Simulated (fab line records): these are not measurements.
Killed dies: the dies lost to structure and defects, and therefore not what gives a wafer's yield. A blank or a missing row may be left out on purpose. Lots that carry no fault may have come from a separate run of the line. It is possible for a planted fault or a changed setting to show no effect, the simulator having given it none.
2 desks looking at one fault || flow gf180mcu || each desk has only its own numbers; what lay behind them comes last

== DESK OF THE TOOL OWNER: implanter-04 ==
The tool's own readings at GF_PSD_IMPLANT_09, given as means over the sampled wafers that have a number, one for each lot that went through this tool. Any lot whose mean is over 4 standard deviations away from the usual mean is out of limits and marked OUT; that distance is given in the brackets.
Columns: A = beamEnergyKeV at GF_PSD_IMPLANT_09, usual 40.002; B = doseIonsCm2 at GF_PSD_IMPLANT_09, usual 1.4997e+15; C = endStationPressureTorr at GF_PSD_IMPLANT_09, usual 1.17e-05 Torr; D = faradayCurrentUA at GF_PSD_IMPLANT_09, usual 8278
{"lot": "L283", "first seen here": "day 14 00:34", "A": 40.003, "B": 1.4985e+15, "C": 1.14e-05, "D": 8187}
{"lot": "L287", "first seen here": "day 15 17:16", "A": 40.009, "B": 1.4993e+15, "C": 1.14e-05, "D": 8244}
{"lot": "L294", "first seen here": "day 18 00:56", "A": 40.006, "B": "9.1253e+14 (-99 or more) OUT", "C": "9.07e-06 (-4.2) OUT", "D": "5116 (-19) OUT"}
{"lot": "L295", "first seen here": "day 18 08:10", "A": 40.005, "B": "9.1030e+14 (-99 or more) OUT", "C": 9.20e-06, "D": "5002 (-19) OUT"}
This desk finds L294, L295 out of limits, L294 being first, at day 18 00:56 (doseIonsCm2 at GF_PSD_IMPLANT_09). L283, L287: within limits.

== FROM THE METROLOGY DESK ==
Means of the sampled wafers that have a number, per lot and without regard to the tool the lot ran on: this is what the gauges read. Any lot whose mean is over 4 standard deviations away from the usual mean is out of limits and marked OUT; that distance is given in the brackets.
Columns: A = HV_LDD_4_TW at GF_HV_LDD_TW_MEAS_50, usual 566; B = cdNm at GF_PSD_CD_MEAS_07, usual 400.3 nm; C = PSD_OVL at GF_PSD_OVL_MEAS_08, usual -0.3 nm; D = PSD_TW at GF_PSD_TW_MEAS_11, usual 3159; E = PSD_RS at GF_PSD_RS_MEAS_15, usual 108.67 ohm/sq
{"lot": "L283", "first seen here": "day 12 04:37", "A": 565, "B": 399.2, "C": -0.4, "D": 3171, "E": 108.74}
{"lot": "L286", "first seen here": "day 13 07:09", "A": 559, "B": 396.9, "C": -0.2, "D": 3163, "E": 108.54}
{"lot": "L287", "first seen here": "day 13 18:16", "A": 572, "B": 398.9, "C": -1.5, "D": 3160, "E": 108.73}
{"lot": "L293", "first seen here": "day 15 16:52", "A": 568, "B": 402.4, "C": 0.9, "D": 3152, "E": 108.41}
{"lot": "L294", "first seen here": "day 16 01:32", "A": 570, "B": 403.0, "C": -1.6, "D": "2821 (-26) OUT", "E": "141.85 (+99 or more) OUT"}
{"lot": "L295", "first seen here": "day 16 06:42", "A": 570, "B": 394.1, "C": 0.0, "D": "2808 (-27) OUT", "E": "143.75 (+99 or more) OUT"}
{"lot": "L296", "first seen here": "day 16 22:31", "A": 570, "B": 403.5, "C": -1.9, "D": 3159, "E": 108.78}
{"lot": "L300", "first seen here": "day 18 18:56", "A": 565, "B": 398.9, "C": 0.5, "D": 3144, "E": 108.67}
{"lot": "L302", "first seen here": "day 19 02:41", "A": 566, "B": 399.5, "C": -0.8, "D": 3167, "E": 108.64}
{"lot": "L304", "first seen here": "day 19 06:13", "A": 564, "B": 398.7, "C": -0.5, "D": 3161, "E": 108.96}
{"lot": "L305", "first seen here": "day 20 00:26", "A": 561, "B": 396.5, "C": -0.1, "D": 3149, "E": 108.45}
Per this desk, out of limits: L294, L295; the first was L294, day 18 01:10 (PSD_TW at GF_PSD_TW_MEAS_11). L283, L286, L287, L293, L296, L300, L302, L304, L305: within limits.

== PUT TOGETHER ==
The tool owner's desk could have raised an alarm at day 18 00:56, on L294, L295.
The metrology desk could have raised an alarm at day 18 01:10, on L294, L295.
All the named lots went through GF_PSD_IMPLANT_09 on implanter-04.

== WHAT THE SIMULATOR HAD PUT IN ==
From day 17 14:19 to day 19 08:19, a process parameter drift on implanter-04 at GF_PSD_IMPLANT_09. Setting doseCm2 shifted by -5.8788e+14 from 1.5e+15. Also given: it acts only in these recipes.
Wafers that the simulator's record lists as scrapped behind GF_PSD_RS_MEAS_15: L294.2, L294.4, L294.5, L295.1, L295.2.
Shown lots that were struck: L294, L295.
Delay (hours) between the fault's onset and each desk's first out-of-limits reading: 11 at the tool owner's desk, 11 at the metrology desk.
